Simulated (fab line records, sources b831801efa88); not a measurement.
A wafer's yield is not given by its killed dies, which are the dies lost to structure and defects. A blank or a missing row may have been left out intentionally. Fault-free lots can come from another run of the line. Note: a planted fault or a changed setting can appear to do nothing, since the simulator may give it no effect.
A single fault, viewed from 2 desks | flow sky130 | each desk holds nothing but its own numbers, with what lay behind them at the end

## AT THE METROLOGY DESK
Means of the sampled wafers that have a number, per lot and without regard to the tool the lot ran on: this is what the gauges read. If a lot's mean is further than 4 standard deviations from the usual mean, the lot is out of limits and carries the mark OUT (the distance appears in the brackets).
Columns: A = VIA3_W_RS at SKY_VIA3_RS_MEAS_22, usual 0.294 ohm/sq; B = VIA3_W_THK at SKY_VIA3_THK_MEAS_23, usual 379 nm
lot  | first seen here | A     | B
L301 | day 41 05:19    | 0.287 | 386
L304 | day 41 13:02    | 0.288 | 389
L312 | day 43 07:08    | 0.301 | 370
L318 | day 45 03:26    | 0.297 | 373
L321 | day 45 21:39    | 0.295 | 382
Finding of this desk: none of the 5 lots has anything out of limits.

## DESK OF THE TOOL OWNER: pvd sputter-02
The tool's own readings at SKY_METAL4_SPUTTER_01 (material TiN, target thk 20 nm, time 16.7 s): means of the sampled wafers that have a number, for each lot that ran on this tool. If a lot's mean is further than 4 standard deviations from the usual mean, the lot is out of limits and carries the mark OUT (the distance appears in the brackets).
Columns: A = throttle valve pct at SKY_METAL4_SPUTTER_01, usual 29.5 %
lot  | first seen here | A
L312 | day 43 07:37    | 29.7
L318 | day 45 03:55    | 30.0
Finding of this desk: none of the 2 lots has anything out of limits.

## ALL TOGETHER
The metrology desk saw nothing out of limits.
Nothing out of limits was seen by the tool owner's desk.

## WHAT HAD BEEN PUT IN BY THE SIMULATOR
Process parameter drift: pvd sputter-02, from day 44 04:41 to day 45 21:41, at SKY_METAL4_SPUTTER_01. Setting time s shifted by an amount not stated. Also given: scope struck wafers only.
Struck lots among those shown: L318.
